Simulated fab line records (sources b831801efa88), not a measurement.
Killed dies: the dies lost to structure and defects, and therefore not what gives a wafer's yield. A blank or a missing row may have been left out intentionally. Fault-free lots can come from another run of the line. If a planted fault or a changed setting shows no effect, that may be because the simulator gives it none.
fab line records	flow sky130
record: lots: 13	wafers: 39	lastDay: 50
route steps=708 shown CAP2M@615 VIA4@640 METAL5@664 PASSIVATION@683 PAD_OPEN@708
lots with no fault: from the same line, run without faults
startH: the number of hours between the record's first day and the start of the first shown wafer of the lot	waitH: hours elapsed since this lot's preceding step	" identical to the entry in the row above	L1.1+2: several wafers, shown together as one row	- no value present, or no start provided	* or withheld: withheld	< > ~ a bound
route shown NAME@n: names a module that has steps shown in the file, with the first one's number in the route	usual: mean/standard deviation of fault-free wafers	same: alike in all rows	chamber/n: place in a boat	sites: each site's reading	_std_site: the standard deviation of these	_edge_site: inner sites' mean taken away from outer sites' mean	radiusMm: for every site, how far away it sits from the centre of the wafer	mask NAME#n: copy n	behind: the last tool/chamber to shape the wafer	hold: why the lot went on hold/how many hours it stayed there/how the hold came to an end	device: whichever transistor did not switch (one of n, p or np)	end of line: the tests these same wafers got at the end of their route	step lacking rows: just its recipe	killed: dies that structure and defects cost at the first sort, which is not the same as the wafer's yield	map: shows each die of a wafer: x if killed, . if not, _ if none is there
set.NAME: the run value of the setting; set.NAME@STEP: its run value at that earlier step	model.NAME: the simulator's own value behind a step, which no gauge read
one table for each step of the route and one row for each wafer, over a sample of lots
services: the hour from which a tool's chamber was out of use, counted from the record's first day as startH (under 0 if before that day), plus the number of hours and why
== steps ==
step: SKY_CAP2M_OVL_MEAS_12
usual: CAP2M_OVL: 0.1/1.5
lot.wafer	tool	chamber	startH	waitH	CAP2M_OVL[nm]
L201.1	overlay-01	-	963.81	0.1	1.0
L201.2	"	-	"	"	1.3
L201.6	"	-	"	"	2.1
L202.1	overlay-01	-	971.56	0.1	-0.3
L202.3	"	-	"	"	0.5
L202.5	"	-	"	"	0.0
L203.1	overlay-02	-	973.56	0.1	-0.7
L203.4	"	-	"	"	-0.3
L203.6	"	-	"	"	-0.5
L205.1	overlay-02	-	998.56	0.1	-0.8
L205.3	"	-	"	"	0.1
L205.5	"	-	"	"	0.2
L208.1	overlay-02	-	1022.86	0.1	-0.7
L208.2	"	-	"	"	-0.7
L208.5	"	-	"	"	-0.7
L211.2	overlay-02	-	1042.61	0.1	-2.6
L211.4	"	-	"	"	-0.6
L211.5	"	-	"	"	-1.5
L213.1	overlay-01	-	1045.61	0.1	2.2
L213.5	"	-	"	"	2.7
L213.6	"	-	"	"	2.0
L215.1	overlay-02	-	1063.16	0.1	2.2
L215.2	"	-	"	"	1.2
L215.3	"	-	"	"	2.7
L216.2	overlay-01	-	1067.91	0.1	-0.4
L216.4	"	-	"	"	-0.7
L216.6	"	-	"	"	0.5
L219.3	overlay-01	-	1075.38	0.1	-0.3
L219.4	"	-	"	"	-0.3
L219.6	"	-	"	"	0.8
L218.4	overlay-02	-	1075.62	0.1	-1.6
L218.5	"	-	"	"	-1.1
L218.6	"	-	"	"	-2.2
L220.1	overlay-02	-	1081.21	0.1	0.4
L220.4	"	-	"	"	-0.6
L220.5	"	-	"	"	-0.1
L223.1	overlay-02	-	1099.71	0.1	0.1
L223.3	"	-	"	"	-0.7
L223.6	"	-	"	"	-2.3
step: SKY_VIA4_THK_MEAS_01
recipe: reads: SiO2_of_VIA4_HDPCVD_00
usual: VIA4_HDPCVD_THK: 1737/20
lot.wafer	tool	chamber	startH	waitH	VIA4_HDPCVD_THK[nm]
L201.1	filmMetro-02	-	988.91	0.1	1718
L201.2	"	-	"	"	1739
L201.6	"	-	"	"	1714
L202.1	filmMetro-01	-	997.07	0.1	1734
L202.3	"	-	"	"	1744
L202.5	"	-	"	"	1750
L203.1	filmMetro-03	-	999.35	0.2	1783
L203.4	"	-	"	"	1766
L203.6	"	-	"	"	1738
L205.1	filmMetro-02	-	1023.95	0.1	1759
L205.3	"	-	"	"	1756
L205.5	"	-	"	"	1739
L208.1	filmMetro-02	-	1048.17	0.1	1710
L208.2	"	-	"	"	1717
L208.5	"	-	"	"	1734
L211.2	filmMetro-03	-	1066.37	0.1	1756
L211.4	"	-	"	"	1749
L211.5	"	-	"	"	1768
L213.1	filmMetro-02	-	1069.43	0.1	1747
L213.5	"	-	"	"	1741
L213.6	"	-	"	"	1751
L215.1	filmMetro-02	-	1086.05	0.1	1713
L215.2	"	-	"	"	1734
L215.3	"	-	"	"	1718
L216.2	filmMetro-01	-	1090.67	0.1	1740
L216.4	"	-	"	"	1727
L216.6	"	-	"	"	1705
L219.3	filmMetro-02	-	1097.95	0.1	1717
L219.4	"	-	"	"	1729
L219.6	"	-	"	"	1715
L218.4	filmMetro-01	-	1098.22	0.0	1735
L218.5	"	-	"	"	1756
L218.6	"	-	"	"	1765
L220.1	filmMetro-01	-	1102.37	0.3	1743
L220.4	"	-	"	"	1746
L220.5	"	-	"	"	1752
L223.1	filmMetro-02	-	1121.21	0.1	1743
L223.3	"	-	"	"	1756
L223.6	"	-	"	"	1744
step: SKY_METAL5_SPUTTER_03
recipe: material: Ti	targetThkNm: 5	powerW: 3000	timeS: 3.3	chamberPressurePa: 0.4
usual: cathodeDcPowerW: 3000.0/0.53	chamberPressurePa: 0.4000/0.00077	throttleValvePct: 30.6/0.84
lot.wafer	tool	chamber	startH	waitH	cathodeDcPowerW	chamberPressurePa	throttleValvePct
L201.1	pvdSputter-03	-	1013.75	0.0	3000.5	0.3996	31.6
L201.2	"	-	"	"	2999.6	0.3997	31.6
L201.6	"	-	"	"	3001.4	0.3989	31.5
L202.1	pvdSputter-01	-	1021.70	0.0	-	-	-
L202.3	"	-	"	"	-	-	-
L202.5	"	-	"	"	-	-	-
L203.1	pvdSputter-02	-	1024.68	0.0	-	-	-
L203.4	"	-	"	"	-	-	-
L203.6	"	-	"	"	-	-	-
L205.1	pvdSputter-02	-	1048.58	0.0	3000.2	0.4003	30.5
L205.3	"	-	"	"	3000.4	0.3997	31.5
L205.5	"	-	"	"	3000.3	0.3999	30.4
L208.1	pvdSputter-02	-	1072.02	0.0	3000.5	0.3994	30.3
L208.2	"	-	"	"	2999.9	0.4001	30.6
L208.5	"	-	"	"	2999.8	0.3988	29.8
L211.2	pvdSputter-01	-	1088.88	0.0	2998.7	0.4005	30.4
L211.4	"	-	"	"	2999.1	0.4002	29.0
L211.5	"	-	"	"	3000.4	0.4007	30.2
L213.1	pvdSputter-02	-	1092.50	0.0	3000.7	0.3989	30.2
L213.5	"	-	"	"	2999.5	0.3996	29.8
L213.6	"	-	"	"	2999.2	0.4012	30.5
L215.1	pvdSputter-01	-	1108.31	0.0	2999.0	0.3991	31.8
L215.2	"	-	"	"	3000.3	0.4002	29.2
L215.3	"	-	"	"	3000.1	0.4026	30.1
L216.2	pvdSputter-02	-	1112.59	0.0	3000.3	0.3999	30.2
L216.4	"	-	"	"	2999.5	0.4019	30.5
L216.6	"	-	"	"	2999.5	0.4010	30.3
L219.3	pvdSputter-02	-	1119.55	0.0	3000.6	0.4009	31.3
L219.4	"	-	"	"	2999.9	0.3997	31.4
L219.6	"	-	"	"	2999.8	0.3993	30.9
L218.4	pvdSputter-01	-	1119.85	0.0	2999.8	0.4007	29.3
L218.5	"	-	"	"	2999.7	0.4002	30.0
L218.6	"	-	"	"	2999.5	0.4003	29.0
L220.1	pvdSputter-03	-	1124.62	0.0	2999.8	0.4008	29.2
L220.4	"	-	"	"	3000.7	0.4001	31.8
L220.5	"	-	"	"	3001.1	0.4008	31.9
L223.1	pvdSputter-02	-	1142.55	0.0	3000.3	0.4006	29.8
L223.3	"	-	"	"	3000.3	0.4004	30.6
L223.6	"	-	"	"	3000.0	0.3996	30.6
step: SKY_PASSIVATION_CVD_02
recipe: material: Si3N4	targetThkNm: 540	tempC: 400	timeS: withheld	rfW: 450
usual: heaterPowerW: 716/80
lot.wafer	tool	chamber	startH	waitH	heaterPowerW
L201.1	pecvd-04	0	1037.26	0.1	760
L201.2	"	1	"	"	954
L201.6	"	2	"	"	813
L202.1	pecvd-02	1	1044.90	0.1	710
L202.3	"	2	"	"	703
L202.5	"	1	"	"	708
L203.1	pecvd-01	0	1048.45	0.1	674
L203.4	"	0	"	"	694
L203.6	"	2	"	"	697
L205.1	pecvd-04	0	1071.72	0.1	781
L205.3	"	2	"	"	696
L205.5	"	0	"	"	783
L208.1	pecvd-01	2	1093.85	0.1	701
L208.2	"	0	"	"	729
L208.5	"	0	"	"	748
L211.2	pecvd-02	2	1110.31	0.0	571
L211.4	"	0	"	"	668
L211.5	"	1	"	"	747
L213.1	pecvd-02	2	1112.75	0.1	609
L213.5	"	2	"	"	637
L213.6	"	1	"	"	659
L215.1	pecvd-01	2	1129.56	0.1	767
L215.2	"	1	"	"	756
L215.3	"	0	"	"	720
L216.2	pecvd-02	1	1133.62	0.0	740
L216.4	"	1	"	"	755
L216.6	"	2	"	"	716
L219.3	pecvd-02	0	1140.44	0.0	657
L219.4	"	0	"	"	667
L219.6	"	1	"	"	625
L218.4	pecvd-01	1	1141.06	0.1	694
L218.5	"	2	"	"	767
L218.6	"	0	"	"	678
L220.1	pecvd-01	2	1145.21	0.1	736
L220.4	"	1	"	"	857
L220.5	"	0	"	"	699
L223.1	pecvd-04	0	1162.02	0.1	741
L223.3	"	1	"	"	807
L223.6	"	0	"	"	805
step: SKY_PAD_OPEN_PROBE_99
usual: killed_at_M0_to_M3: 43/6.3	killed_at_M4_up: 3.0/1.6	killedAtContacts: 25/5	killedAtFrontEnd: 15/4.4	killedAtOther: 0.3/0.8	killedDies: 85/8.7	killedOnRim: 17/3.7	killedOpen: 47/6.9	killedShort: 38/6.3
same: grossDies: 492	killedAtBackSide: 0
lot.wafer	tool	chamber	startH	waitH	killed_at_M0_to_M3	killed_at_M4_up	killedAtContacts	killedAtFrontEnd	killedAtOther	killedDies	killedOnRim	killedOpen	killedShort
L201.1	prober-02	-	1083.54	0.1	45	3	34	20	0	102	24	54	48
L201.2	prober-02	-	1083.59	0.1	46	5	24	17	0	92	22	45	47
L201.6	prober-02	-	1083.79	0.2	40	3	19	16	0	78	19	32	46
L202.1	prober-01	-	1090.81	0.1	37	3	33	12	0	85	15	46	39
L202.3	prober-01	-	1090.91	0.2	41	3	23	12	0	79	14	41	38
L202.5	prober-01	-	1091.01	0.2	45	5	17	12	0	79	18	46	33
L203.1	prober-02	-	1093.67	0.1	51	4	21	15	1	92	21	52	40
L203.4	prober-02	-	1093.82	0.2	44	1	27	14	0	86	23	50	36
L203.6	prober-02	-	1093.92	0.2	28	1	24	19	0	72	8	45	27
L205.1	prober-02	-	1113.78	0.1	51	2	31	12	1	97	19	62	35
L205.3	prober-02	-	1113.88	0.2	38	4	27	16	1	86	21	49	37
L205.5	prober-02	-	1113.98	0.2	41	3	34	8	0	86	21	46	40
L208.1	prober-02	-	1135.88	0.1	43	1	26	18	0	88	21	43	45
L208.2	prober-02	-	1135.93	0.1	56	1	22	16	1	96	22	45	51
L208.5	prober-02	-	1136.08	0.2	43	5	21	16	0	85	18	50	35
L211.2	prober-02	-	1152.64	0.1	36	4	21	18	0	79	13	43	34
L211.4	prober-02	-	1152.74	0.2	48	1	22	14	0	85	17	45	40
L211.5	prober-02	-	1152.79	0.2	41	4	16	18	0	79	17	44	35
L213.1	prober-02	-	1154.09	0.1	55	4	19	14	0	92	22	46	46
L213.5	prober-02	-	1154.29	0.2	43	0	27	15	0	85	14	45	40
L213.6	prober-02	-	1154.34	0.2	49	1	22	18	0	90	23	51	39
L215.1	prober-01	-	1167.78	0.1	27	1	22	17	0	67	13	31	36
L215.2	prober-01	-	1167.83	0.1	50	4	23	18	0	95	18	50	45
L215.3	prober-01	-	1167.88	0.2	42	4	32	10	0	88	8	48	40
L216.2	prober-01	-	1171.86	0.1	37	4	29	9	0	79	17	51	28
L216.4	prober-01	-	1171.96	0.2	48	1	22	8	0	79	12	48	31
L216.6	prober-01	-	1172.06	0.2	43	2	33	16	0	94	17	54	40
L219.3	prober-02	-	1179.13	0.2	39	4	21	17	1	82	14	42	40
L219.4	prober-02	-	1179.18	0.2	43	4	29	16	1	93	21	39	54
L219.6	prober-02	-	1179.28	0.2	56	3	21	11	0	91	19	39	52
L218.4	prober-01	-	1179.51	0.2	37	1	27	14	1	80	13	48	32
L218.5	prober-01	-	1179.56	0.2	38	3	34	11	0	86	14	49	37
L218.6	prober-01	-	1179.61	0.2	45	3	23	17	0	88	18	49	39
L220.1	prober-02	-	1182.12	0.1	42	2	19	9	3	75	12	44	31
L220.4	prober-02	-	1182.27	0.2	46	4	27	12	0	89	19	59	30
L220.5	prober-02	-	1182.32	0.2	45	5	31	16	0	97	21	56	41
L223.1	prober-02	-	1196.58	0.1	41	3	28	13	0	85	16	40	45
L223.3	prober-02	-	1196.68	0.2	35	1	23	19	0	78	15	46	32
L223.6	prober-02	-	1196.83	0.2	43	2	26	9	0	80	16	41	39
killed by level:class
L201.1 VIA1:geometricParticle:open=12 LI_CONTACT:geometricParticle:open=10 CONTACT:geometricParticle:open=9 METAL1:geometricParticle:short=7 CONTACT:geometricParticle:short=6 FIELD_ISO:geometricParticle:short=5 FIELD_ISO:geometricParticle:open=5 METAL2:geometricParticle:short=5
L201.2 VIA1:geometricParticle:open=12 LI_CONTACT:geometricParticle:open=8 CONTACT:geometricParticle:short=8 VIA2:geometricParticle:open=7 METAL1:geometricParticle:short=6 METAL2:geometricParticle:short=5 FIELD_ISO:geometricParticle:short=4 POLY_GATE:geometricParticle:open=4
L201.6 VIA1:geometricParticle:short=9 POLY_GATE:geometricParticle:short=7 CONTACT:geometricParticle:open=7 FIELD_ISO:geometricParticle:open=6 VIA2:geometricParticle:open=6 VIA2:geometricParticle:short=6 VIA1:geometricParticle:open=5 LI_CONTACT:geometricParticle:short=4
L202.1 LI_CONTACT:geometricParticle:open=12 CONTACT:geometricParticle:short=10 VIA1:geometricParticle:open=7 CONTACT:geometricParticle:open=6 VIA2:geometricParticle:open=6 VIA3:geometricParticle:open=6 METAL2:geometricParticle:short=4 VIA3:geometricParticle:short=4
L202.3 VIA1:geometricParticle:open=12 CONTACT:geometricParticle:open=7 METAL2:geometricParticle:short=6 POLY_GATE:geometricParticle:short=5 LI_CONTACT:geometricParticle:open=5 VIA2:geometricParticle:open=5 POLY_GATE:geometricParticle:open=4 LOCAL_INTERCONNECT:geometricParticle:short=4
L202.5 VIA1:geometricParticle:open=13 POLY_GATE:geometricParticle:short=8 VIA3:geometricParticle:open=7 CONTACT:geometricParticle:short=6 LI_CONTACT:geometricParticle:open=5 CONTACT:geometricParticle:open=5 VIA2:geometricParticle:open=5 VIA1:geometricParticle:short=5
L203.1 VIA1:geometricParticle:open=18 CONTACT:geometricParticle:open=8 FIELD_ISO:geometricParticle:open=7 CONTACT:geometricParticle:short=6 METAL1:geometricParticle:short=6 LI_CONTACT:geometricParticle:open=5 METAL2:geometricParticle:short=5 VIA2:geometricParticle:open=5
L203.4 LI_CONTACT:geometricParticle:open=10 VIA2:geometricParticle:open=9 CONTACT:geometricParticle:open=7 METAL2:geometricParticle:short=7 VIA3:geometricParticle:open=6 VIA1:geometricParticle:open=6 FIELD_ISO:geometricParticle:short=5 LI_CONTACT:geometricParticle:short=5
L203.6 CONTACT:geometricParticle:open=7 VIA1:geometricParticle:open=7 LI_CONTACT:geometricParticle:open=6 VIA3:geometricParticle:open=6 FIELD_ISO:geometricParticle:open=5 FIELD_ISO:geometricParticle:short=5 POLY_GATE:geometricParticle:open=4 METAL2:geometricParticle:short=4
L205.1 CONTACT:geometricParticle:open=15 VIA1:geometricParticle:open=13 LI_CONTACT:geometricParticle:open=9 METAL2:geometricParticle:short=7 VIA2:geometricParticle:open=6 METAL1:geometricParticle:open=5 METAL1:geometricParticle:short=5 FIELD_ISO:geometricParticle:short=4
L205.3 VIA1:geometricParticle:open=11 CONTACT:geometricParticle:open=9 VIA3:geometricParticle:open=8 LI_CONTACT:geometricParticle:open=6 FIELD_ISO:geometricParticle:short=5 VIA2:geometricParticle:open=5 LOCAL_INTERCONNECT:geometricParticle:short=5 CONTACT:geometricParticle:short=5
L205.5 CONTACT:geometricParticle:open=13 VIA1:geometricParticle:open=11 VIA1:geometricParticle:short=7 METAL1:geometricParticle:short=7 VIA3:geometricParticle:open=7 LI_CONTACT:geometricParticle:short=6 CONTACT:geometricParticle:short=6 LI_CONTACT:geometricParticle:open=5
L208.1 CONTACT:geometricParticle:open=12 VIA1:geometricParticle:open=10 VIA3:geometricParticle:open=7 METAL2:geometricParticle:short=7 FIELD_ISO:geometricParticle:open=5 LOCAL_INTERCONNECT:geometricParticle:short=5 METAL1:geometricParticle:short=5 FIELD_ISO:geometricParticle:short=4
L208.2 VIA1:geometricParticle:open=12 VIA1:geometricParticle:short=9 CONTACT:geometricParticle:short=8 METAL1:geometricParticle:short=8 POLY_GATE:geometricParticle:short=7 VIA3:geometricParticle:open=7 CONTACT:geometricParticle:open=7 METAL3:geometricParticle:short=6
L208.5 VIA3:geometricParticle:open=8 VIA1:geometricParticle:open=7 POLY_GATE:geometricParticle:open=6 CONTACT:geometricParticle:open=6 VIA1:geometricParticle:short=5 LI_CONTACT:geometricParticle:open=5 VIA2:geometricParticle:open=5 FIELD_ISO:geometricParticle:open=4
L211.2 VIA1:geometricParticle:open=15 LI_CONTACT:geometricParticle:open=7 FIELD_ISO:geometricParticle:short=6 POLY_GATE:geometricParticle:open=6 VIA2:geometricParticle:open=6 LOCAL_INTERCONNECT:geometricParticle:short=5 CONTACT:geometricParticle:open=4 POLY_GATE:geometricParticle:short=4
L211.4 VIA1:geometricParticle:open=9 LI_CONTACT:geometricParticle:open=8 METAL2:geometricParticle:short=7 METAL1:geometricParticle:short=6 VIA3:geometricParticle:open=6 POLY_GATE:geometricParticle:open=5 CONTACT:geometricParticle:open=5 VIA2:geometricParticle:open=5
L211.5 VIA1:geometricParticle:open=11 CONTACT:geometricParticle:open=7 METAL1:geometricParticle:short=6 LI_CONTACT:geometricParticle:open=5 VIA2:geometricParticle:open=5 FIELD_ISO:geometricParticle:short=4 VIA3:geometricParticle:open=4 METAL3:geometricParticle:short=4
L213.1 VIA1:geometricParticle:open=12 METAL1:geometricParticle:short=9 CONTACT:geometricParticle:open=7 VIA3:geometricParticle:open=6 VIA3:geometricParticle:short=6 LI_CONTACT:geometricParticle:open=4 VIA1:geometricParticle:short=4 VIA2:geometricParticle:short=4
L213.5 VIA1:geometricParticle:open=11 CONTACT:geometricParticle:open=8 LOCAL_INTERCONNECT:geometricParticle:short=7 VIA3:geometricParticle:open=6 POLY_GATE:geometricParticle:open=5 METAL2:geometricParticle:short=5 METAL1:geometricParticle:short=4 LI_CONTACT:geometricParticle:open=4
L213.6 VIA2:geometricParticle:open=14 VIA1:geometricParticle:open=10 CONTACT:geometricParticle:open=9 VIA1:geometricParticle:short=8 CONTACT:geometricParticle:short=7 FIELD_ISO:geometricParticle:short=6 FIELD_ISO:geometricParticle:open=5 POLY_GATE:geometricParticle:open=4
L215.1 FIELD_ISO:geometricParticle:short=7 CONTACT:geometricParticle:open=7 LI_CONTACT:geometricParticle:open=6 VIA3:geometricParticle:short=5 FIELD_ISO:geometricParticle:open=4 LI_CONTACT:geometricParticle:short=4 VIA1:geometricParticle:short=4 VIA2:geometricParticle:open=4
L215.2 VIA1:geometricParticle:open=13 VIA3:geometricParticle:open=11 CONTACT:geometricParticle:open=9 LOCAL_INTERCONNECT:geometricParticle:short=6 VIA1:geometricParticle:short=5 METAL1:geometricParticle:short=5 POLY_GATE:geometricParticle:short=4 METAL4:geometricParticle:short=4
L215.3 LI_CONTACT:geometricParticle:open=14 VIA1:geometricParticle:open=11 CONTACT:geometricParticle:open=7 METAL2:geometricParticle:short=7 VIA1:geometricParticle:short=5 FIELD_ISO:geometricParticle:open=4 VIA3:geometricParticle:open=4 CONTACT:geometricParticle:short=4
L216.2 CONTACT:geometricParticle:open=12 LI_CONTACT:geometricParticle:open=9 VIA1:geometricParticle:open=7 METAL2:geometricParticle:short=5 VIA2:geometricParticle:open=5 VIA3:geometricParticle:open=4 LOCAL_INTERCONNECT:geometricParticle:short=3 CONTACT:geometricParticle:short=3
L216.4 VIA1:geometricParticle:open=13 VIA2:geometricParticle:open=9 LI_CONTACT:geometricParticle:short=6 LI_CONTACT:geometricParticle:open=5 CONTACT:geometricParticle:short=5 VIA3:geometricParticle:open=5 FIELD_ISO:geometricParticle:open=4 VIA1:geometricParticle:short=4
L216.6 CONTACT:geometricParticle:open=15 VIA1:geometricParticle:open=9 METAL2:geometricParticle:short=6 POLY_GATE:geometricParticle:open=5 LI_CONTACT:geometricParticle:open=5 VIA2:geometricParticle:open=5 VIA3:geometricParticle:short=5 FIELD_ISO:geometricParticle:open=4
L219.3 VIA1:geometricParticle:open=12 CONTACT:geometricParticle:open=7 VIA1:geometricParticle:short=7 CONTACT:geometricParticle:short=6 FIELD_ISO:geometricParticle:open=5 POLY_GATE:geometricParticle:open=5 VIA3:geometricParticle:open=4 METAL4:geometricParticle:short=4
L219.4 CONTACT:geometricParticle:open=11 VIA1:geometricParticle:short=11 VIA1:geometricParticle:open=9 CONTACT:geometricParticle:short=8 METAL1:geometricParticle:short=7 LOCAL_INTERCONNECT:geometricParticle:short=5 SPACER:geometricParticle:open=4 VIA3:geometricParticle:open=4
L219.6 VIA1:geometricParticle:open=13 CONTACT:geometricParticle:open=9 METAL1:geometricParticle:short=9 LOCAL_INTERCONNECT:geometricParticle:short=7 VIA1:geometricParticle:short=7 VIA3:geometricParticle:short=7 FIELD_ISO:geometricParticle:short=5 VIA3:geometricParticle:open=5
L218.4 LI_CONTACT:geometricParticle:open=11 VIA1:geometricParticle:open=10 CONTACT:geometricParticle:short=6 VIA1:geometricParticle:short=6 VIA2:geometricParticle:open=5 CONTACT:geometricParticle:open=5 FIELD_ISO:geometricParticle:open=4 METAL1:geometricParticle:short=4
L218.5 CONTACT:geometricParticle:open=10 CONTACT:geometricParticle:short=10 VIA2:geometricParticle:open=7 VIA3:geometricParticle:open=7 LI_CONTACT:geometricParticle:open=6 VIA1:geometricParticle:open=6 POLY_GATE:geometricParticle:open=4 LOCAL_INTERCONNECT:geometricParticle:short=4
L218.6 VIA2:geometricParticle:open=12 LI_CONTACT:geometricParticle:open=7 CONTACT:geometricParticle:open=7 VIA3:geometricParticle:open=7 VIA1:geometricParticle:open=6 FIELD_ISO:geometricParticle:short=5 LOCAL_INTERCONNECT:geometricParticle:short=5 METAL1:geometricParticle:short=5
L220.1 VIA1:geometricParticle:open=10 VIA2:geometricParticle:open=7 VIA3:geometricParticle:open=7 FIELD_ISO:geometricParticle:open=5 LI_CONTACT:geometricParticle:open=5 CONTACT:geometricParticle:open=5 METAL1:geometricParticle:short=5 METAL2:geometricParticle:short=4
L220.4 CONTACT:geometricParticle:open=12 VIA1:geometricParticle:open=12 VIA2:geometricParticle:open=11 VIA3:geometricParticle:open=9 LI_CONTACT:geometricParticle:open=8 VIA1:geometricParticle:short=6 LOCAL_INTERCONNECT:geometricParticle:short=3 FIELD_ISO:geometricParticle:open=3
L220.5 CONTACT:geometricParticle:open=14 VIA1:geometricParticle:open=12 METAL1:geometricParticle:short=8 VIA2:geometricParticle:open=8 LI_CONTACT:geometricParticle:open=7 METAL2:geometricParticle:short=6 VIA3:geometricParticle:open=6 POLY_GATE:geometricParticle:short=5
L223.1 CONTACT:geometricParticle:open=9 LOCAL_INTERCONNECT:geometricParticle:short=9 VIA1:geometricParticle:open=9 VIA3:geometricParticle:open=8 LI_CONTACT:geometricParticle:open=5 METAL3:geometricParticle:short=5 VIA3:geometricParticle:short=5 POLY_GATE:geometricParticle:open=4
L223.3 LI_CONTACT:geometricParticle:open=10 POLY_GATE:geometricParticle:open=8 CONTACT:geometricParticle:open=6 VIA3:geometricParticle:open=6 VIA1:geometricParticle:open=6 POLY_GATE:geometricParticle:short=5 METAL1:geometricParticle:short=5 METAL2:geometricParticle:short=5
L223.6 CONTACT:geometricParticle:open=9 VIA2:geometricParticle:open=7 VIA1:geometricParticle:open=7 LI_CONTACT:geometricParticle:open=7 METAL2:geometricParticle:short=7 LOCAL_INTERCONNECT:geometricParticle:short=5 METAL1:geometricParticle:short=4 METAL3:geometricParticle:short=4
== services ==
tool	chamber	startH	hours	kind
pecvd-04	-	991.43	0.5	repair
pecvd-01	2	995.70	10.6	repair
pecvd-04	1	999.38	-	clean
pecvd-04	1	999.38	-	consumableReplace:showerhead
pecvd-04	1	999.38	29.0	scheduledDown
pecvd-04	1	999.38	29.0	ventCycle
pecvd-01	-	1023.41	1.5	repair
pecvd-04	0	1037.55	16.5	scheduledDown
pecvd-01	2	1064.04	5.5	scheduledDown
pecvd-02	-	1067.73	0.8	repair
pecvd-04	-	1082.36	1.0	repair
pecvd-01	-	1109.94	1.6	repair
pecvd-04	0	1116.87	5.5	scheduledDown
pvdSputter-03	-	1159.03	2.4	repair
== key ==
firstSign: step: SKY_METAL5_SPUTTER_03	reading: toolRecord	direction: missing
effect none on later readings
metAt SKY_METAL5_SPUTTER_03
struckLots L202,L203
testerLeftOut L202
notActingAt SKY_CAP2M_OVL_MEAS_12,SKY_VIA4_THK_MEAS_01,SKY_PASSIVATION_CVD_02
earlierFault: kind: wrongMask	tool: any	chamber: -	onsetH: 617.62	steps: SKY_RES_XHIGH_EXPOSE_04	auxCopy: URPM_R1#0	cdOffsetNm: 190	scope: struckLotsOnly
fault: kind: skippedStepWhole	tool: pvdSputter-01,pvdSputter-02	chamber: -	onsetH: 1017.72	steps: SKY_METAL5_SPUTTER_03	scope: struckLotsOnly
testerLeftOut: of these lots the tester's yield and bins aren't shown, on N5 and GAA mostly nor the transistor test; their killed dies are dies lost to structure and defects alone, not to doping, threshold or leakage, so they don't give the yield
